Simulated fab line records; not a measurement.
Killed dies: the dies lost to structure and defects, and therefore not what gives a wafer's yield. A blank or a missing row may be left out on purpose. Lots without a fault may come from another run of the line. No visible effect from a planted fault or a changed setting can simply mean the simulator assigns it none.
The tool behind it: which one? | flow gf180mcu | 24 lots with 72 wafers sampled at 6 steps, on a route of 602 steps

WHAT THE GAUGES READ, wafer by wafer
GF_HV_LDD_CD_MEAS_31 targets a cd of 400 nm. Usual: cd-nm reads 399.6 nm (standard deviation 1.9).
lot  | measured     | on        | cd-nm (nm)        | flag
L074 | day 11 13:29 | cd-sem-02 | 400.8 401.0 401.7 |
L075 | day 11 18:18 | cd-sem-01 | 399.0 403.2 402.7 |
L076 | day 12 06:23 | cd-sem-01 | 397.0 401.2 398.2 |
L077 | day 12 11:17 | cd-sem-02 | 399.5 399.5 397.4 |
L078 | day 12 15:51 | cd-sem-01 | 403.8 402.1 401.2 |
L079 | day 13 05:14 | cd-sem-01 | 400.5 398.1 400.1 |
L080 | day 13 06:17 | cd-sem-02 | 395.6 400.4 398.8 |
L081 | day 13 19:18 | cd-sem-02 | 398.1 400.2 397.0 |
L082 | day 14 02:08 | cd-sem-02 | 396.4 399.7 401.1 |
L083 | day 14 14:38 | cd-sem-02 | 400.8 400.9 401.3 |
L084 | day 14 20:38 | cd-sem-01 | 396.3 396.5 395.9 |
L085 | day 15 04:14 | cd-sem-01 | 396.9 396.9 397.8 |
L086 | day 15 10:55 | cd-sem-02 | 401.1 400.7 401.3 |
L087 | day 15 19:53 | cd-sem-01 | 398.6 397.6 397.9 |
L088 | day 16 02:50 | cd-sem-02 | 400.0 400.0 399.7 |
L089 | day 16 08:32 | cd-sem-02 | 399.3 400.8 400.0 |
L090 | day 16 19:35 | cd-sem-01 | 400.9 398.2 401.4 |
L091 | day 17 00:46 | cd-sem-02 | 401.2 399.8 400.5 |
L092 | day 17 11:59 | cd-sem-01 | 403.4 398.2 398.4 |
L093 | day 17 18:23 | cd-sem-02 | 398.7 400.6 398.4 |
L094 | day 18 02:25 | cd-sem-02 | 397.3 399.1 399.2 |
L095 | day 18 07:11 | cd-sem-02 | 395.1 398.9 395.8 |
L096 | day 18 17:02 | cd-sem-02 | 404.1 403.6 401.6 |
L097 | day 19 01:58 | cd-sem-02 | 400.5 402.2 399.9 |

GF_HV_LDD_THK_MEAS_55. Usual: HV_LDD_CVD_54_THK typically reads 9.96 nm, with standard deviation 0.14.
lot  | measured     | on            | HV_LDD_CVD_54_THK (nm) | flag
L074 | day 12 11:03 | film-metro-04 | 9.78 10.02 9.87        |
L075 | day 12 15:58 | film-metro-02 | 9.91 9.94 9.99         |
L076 | day 13 04:26 | film-metro-02 | 10.06 10.10 9.99       |
L077 | day 13 09:32 | film-metro-04 | 9.86 10.01 9.96        |
L078 | day 13 14:31 | film-metro-04 | 9.89 9.96 9.90         |
L079 | day 14 03:58 | film-metro-02 | 9.86 9.83 9.92         |
L080 | day 14 06:29 | film-metro-04 | 9.99 10.02 10.07       |
L081 | day 14 18:19 | film-metro-04 | 10.09 9.92 10.03       |
L082 | day 15 01:59 | film-metro-03 | 10.02 10.01 10.11      |
L083 | day 15 14:09 | film-metro-04 | 10.06 10.04 10.07      |
L084 | day 15 20:17 | film-metro-02 | 9.83 10.03 9.97        |
L085 | day 16 05:08 | film-metro-04 | 9.92 9.94 10.08        |
L086 | day 16 11:23 | film-metro-03 | 9.91 9.96 9.81         |
L087 | day 16 20:27 | film-metro-02 | 9.76 9.88 9.87         |
L088 | day 17 02:58 | film-metro-04 | 10.01 10.12 10.11      |
L089 | day 17 09:16 | film-metro-02 | 9.81 9.79 9.81         |
L090 | day 17 21:26 | film-metro-03 | 10.11 10.26 10.21      |
L091 | day 18 03:23 | film-metro-03 | 9.62 9.55 9.62         |
L092 | day 18 13:44 | film-metro-04 | 9.85 10.07 9.96        |
L093 | day 18 20:45 | film-metro-02 | 9.92 9.97 9.88         |
L094 | day 19 04:16 | film-metro-02 | 9.89 9.73 9.79         |
L095 | day 19 10:22 | film-metro-02 | 10.30 10.25 10.06      |
L096 | day 19 20:17 | film-metro-03 | 9.91 9.80 9.91         |
L097 | day 20 04:43 | film-metro-04 | 9.93 10.00 9.95        |

GF_NSD_CD_MEAS_07 targets a cd of 400 nm. Usual: cd-nm reads 399.2 nm (standard deviation 2.3).
lot  | measured     | on        | cd-nm (nm)        | flag
L074 | day 13 08:45 | cd-sem-02 | 395.6 397.6 397.2 |
L075 | day 13 12:59 | cd-sem-02 | 396.3 396.0 397.5 |
L076 | day 14 01:38 | cd-sem-01 | 400.4 400.7 401.6 |
L077 | day 14 07:34 | cd-sem-02 | 400.6 399.0 401.0 |
L078 | day 14 12:53 | cd-sem-01 | 394.6 393.7 394.9 |
L079 | day 15 02:17 | cd-sem-02 | 400.6 398.4 396.9 |
L080 | day 15 06:05 | cd-sem-02 | 401.0 400.2 402.0 |
L081 | day 15 16:51 | cd-sem-02 | 399.5 398.7 397.2 |
L082 | day 16 00:47 | cd-sem-02 | 397.7 397.9 396.0 |
L083 | day 16 13:07 | cd-sem-02 | 402.3 401.5 399.0 |
L084 | day 16 20:29 | cd-sem-01 | 400.4 399.9 402.3 |
L085 | day 17 05:13 | cd-sem-01 | 400.1 398.8 397.6 |
L086 | day 17 12:20 | cd-sem-02 | 401.3 399.6 395.6 |
L087 | day 17 21:02 | cd-sem-02 | 396.8 397.1 399.8 |
L088 | day 18 04:09 | cd-sem-02 | 397.2 399.0 399.2 |
L089 | day 18 09:50 | cd-sem-02 | 396.7 398.4 400.8 |
L090 | day 18 22:22 | cd-sem-02 | 398.2 398.1 397.3 |
L091 | day 19 05:50 | cd-sem-02 | 402.7 403.1 402.2 |
L092 | day 19 15:41 | cd-sem-02 | 402.5 399.9 399.9 |
L093 | day 19 22:23 | cd-sem-02 | 401.8 404.8 402.5 |
L094 | day 20 05:49 | cd-sem-02 | 399.8 400.7 401.6 |
L095 | day 20 13:04 | cd-sem-02 | 400.7 402.1 402.5 |
L096 | day 20 22:02 | cd-sem-02 | 400.5 401.4 399.9 |
L097 | day 21 10:40 | cd-sem-02 | 398.8 396.3 396.6 |

GF_V4_OVL_MEAS_15. Usual: V4_OVL typically reads -3 nm, with standard deviation 5.8.
lot  | measured     | on         | V4_OVL (nm) | flag
L074 | day 24 11:08 | overlay-01 | -7 -2 -6    |
L075 | day 24 16:08 | overlay-01 | -1 2 1      |
L076 | day 25 03:53 | overlay-02 | -4 -4 5     |
L077 | day 25 12:59 | overlay-02 | -10 -1 3    |
L078 | day 25 16:11 | overlay-01 | 0 9 1       |
L079 | day 26 04:40 | overlay-02 | -8 2 -10    |
L080 | day 26 10:33 | overlay-02 | 7 5 8       |
L081 | day 26 17:33 | overlay-02 | -4 -13 -9   |
L082 | day 27 02:15 | overlay-01 | -2 0 4      |
L083 | day 27 14:41 | overlay-01 | -3 6 -7     |
L084 | day 27 18:36 | overlay-01 | -3 1 -9     |
L085 | day 28 06:53 | overlay-02 | -10 -11 -1  |
L086 | day 28 10:53 | overlay-02 | -15 -2 -2   |
L087 | day 28 14:24 | overlay-02 | -8 -4 1     |
L088 | day 29 00:00 | overlay-02 | -9 -5 -4    |
L089 | day 29 04:42 | overlay-02 | -3 -4 -2    |
L090 | day 29 10:38 | overlay-02 | -5 -9 -2    |
L091 | day 29 22:42 | overlay-02 | -9 -17 -5   |
L092 | day 30 02:10 | overlay-02 | 7 -2 11     |
L093 | day 30 06:45 | overlay-02 | -6 -13 -7   |
L094 | day 30 15:08 | overlay-01 | -11 -1 -3   |
L095 | day 30 20:05 | overlay-01 | -14 -13 5   |
L096 | day 31 00:18 | overlay-01 | -3 -11 -5   |
L097 | day 31 08:51 | overlay-01 | 2 3 -8      |

TOOL THAT RAN EACH LOT (tool first, then ch and the chambers of the sampled wafers, then the start)
lot  | GF_V2_CVD_23                  | GF_M3_SPUTTER_02
L074 | cvd-w-02 ch 0,1, day 20 06:50 | pvd-sputter-02, day 20 07:34
L075 | cvd-w-01 ch 0,1, day 20 13:51 | pvd-sputter-01, day 20 14:35
L076 | cvd-w-02 ch 0,1, day 21 04:03 | pvd-sputter-01, day 21 04:47
L077 | cvd-w-02 ch 0,1, day 21 12:40 | pvd-sputter-04, day 21 13:37
L078 | cvd-w-02 ch 0,1, day 21 16:21 | pvd-sputter-02, day 21 17:04
L079 | cvd-w-01 ch 0,1, day 22 06:35 | pvd-sputter-02, day 22 07:16
L080 | cvd-w-01 ch 0,1, day 22 12:47 | pvd-sputter-02, day 22 13:49
L081 | cvd-w-02 ch 0,1, day 22 20:38 | pvd-sputter-04, day 22 21:24
L082 | cvd-w-01 ch 0,1, day 23 06:44 | pvd-sputter-01, day 23 07:28
L083 | cvd-w-01 ch 0,1, day 23 20:53 | pvd-sputter-04, day 23 21:37
L084 | cvd-w-01 ch 0,1, day 24 01:13 | pvd-sputter-04, day 24 01:55
L085 | cvd-w-01 ch 0,1, day 24 14:13 | pvd-sputter-01, day 24 14:56
L086 | cvd-w-01 ch 0,1, day 24 19:48 | pvd-sputter-02, day 24 20:32
L087 | cvd-w-01 ch 0,1, day 24 23:11 | pvd-sputter-04, day 24 23:55
L088 | cvd-w-02 ch 0,1, day 25 11:44 | pvd-sputter-01, day 25 12:28
L089 | cvd-w-01 ch 0,1, day 25 15:05 | pvd-sputter-02, day 25 15:46
L090 | cvd-w-02 ch 0,1, day 25 22:32 | pvd-sputter-02, day 25 23:14
L091 | cvd-w-02 ch 0,1, day 26 11:43 | pvd-sputter-01, day 26 12:26
L092 | cvd-w-01 ch 0,1, day 26 15:49 | pvd-sputter-04, day 26 16:30
L093 | cvd-w-02 ch 0,1, day 26 19:38 | pvd-sputter-01, day 26 20:22
L094 | cvd-w-02 ch 0,1, day 27 05:50 | pvd-sputter-01, day 27 06:31
L095 | cvd-w-02 ch 0,1, day 27 10:34 | pvd-sputter-02, day 27 11:22
L096 | cvd-w-02 ch 0,1, day 27 16:17 | pvd-sputter-04, day 27 16:58
L097 | cvd-w-01 ch 0,1, day 28 01:26 | pvd-sputter-01, day 28 02:09
- GF_V2_CVD_23: deposits W, target thk 350 nm, time 104.94 s.
- GF_M3_SPUTTER_02: material AlCu, target thk 450 nm, time 23.9 s.

WHAT THE TOOLS THEMSELVES READ (means of the sampled wafers that have a number; where no wafer has one, the mark that the record gives instead)
GF_V2_CVD_23. Usual: heater-power-w reads 919 W (standard deviation 64).
lot  | tool     | heater-power-w (W) | flag
L074 | cvd-w-02 | 953                |
L075 | cvd-w-01 | 869                |
L076 | cvd-w-02 | 943                |
L077 | cvd-w-02 | 955                |
L078 | cvd-w-02 | 936                |
L079 | cvd-w-01 | 861                |
L080 | cvd-w-01 | 871                |
L081 | cvd-w-02 | 949                |
L082 | cvd-w-01 | 862                |
L083 | cvd-w-01 | 865                |
L084 | cvd-w-01 | 861                |
L085 | cvd-w-01 | 871                |
L086 | cvd-w-01 | 909                |
L087 | cvd-w-01 | 924                |
L088 | cvd-w-02 | 927                |
L089 | cvd-w-01 | 865                |
L090 | cvd-w-02 | 968                |
L091 | cvd-w-02 | 956                |
L092 | cvd-w-01 | 911                |
L093 | cvd-w-02 | 950                |
L094 | cvd-w-02 | 963                |
L095 | cvd-w-02 | 937                |
L096 | cvd-w-02 | 932                |
L097 | cvd-w-01 | 867                |

GF_M3_SPUTTER_02. Usual: chamber-pressure-pa 0.4000 Pa, standard deviation 0.00082; throttle-valve-pct 30.2 %, standard deviation 1.
lot  | tool           | chamber-pressure-pa (Pa) | throttle-valve-pct (%) | flag
L074 | pvd-sputter-02 | 0.3995                   | 30.9                   |
L075 | pvd-sputter-01 | 0.4005                   | 30.8                   |
L076 | pvd-sputter-01 | 0.3995                   | 30.6                   |
L077 | pvd-sputter-04 | 0.4003                   | 30.7                   |
L078 | pvd-sputter-02 | 0.4005                   | 30.7                   |
L079 | pvd-sputter-02 | 0.4003                   | 30.7                   |
L080 | pvd-sputter-02 | 0.4008                   | 30.0                   |
L081 | pvd-sputter-04 | 0.4003                   | 30.1                   |
L082 | pvd-sputter-01 | 0.4003                   | 30.9                   |
L083 | pvd-sputter-04 | 0.3998                   | 30.2                   |
L084 | pvd-sputter-04 | 0.4002                   | 30.5                   |
L085 | pvd-sputter-01 | 0.3996                   | 30.7                   |
L086 | pvd-sputter-02 | 0.3996                   | 30.7                   |
L087 | pvd-sputter-04 | 0.3998                   | 29.8                   |
L088 | pvd-sputter-01 | 0.3996                   | 30.5                   |
L089 | pvd-sputter-02 | 0.4000                   | 30.7                   |
L090 | pvd-sputter-02 | 0.4000                   | 30.8                   |
L091 | pvd-sputter-01 | 0.3998                   | 30.8                   |
L092 | pvd-sputter-04 | 0.4000                   | 30.1                   |
L093 | pvd-sputter-01 | 0.3993                   | 29.8                   |
L094 | pvd-sputter-01 | 0.4002                   | 30.6                   |
L095 | pvd-sputter-02 | 0.3998                   | 30.0                   |
L096 | pvd-sputter-04 | 0.4003                   | 30.2                   |
L097 | pvd-sputter-01 | 0.3996                   | 30.1                   |

THE ANSWER, worked out from the rows above alone
Rule: a lot is off if the mean of its wafers that have a number lies more than 3 standard deviations from the usual mean. Also off: a lot with no number at a reading for which 4 or more lots have one. All remaining lots with rows at the step are treated as sound. Order of review: gauges by route order, followed by the tools' own readings, for which a lot's mean as printed above is used. The first step at which some lot is off is used, and at that step the reading that is off furthest; a lot without a number counts as furthest.
No lot is off at any reading shown: from this, nothing can be told.

WHAT THE SIMULATOR PUT IN
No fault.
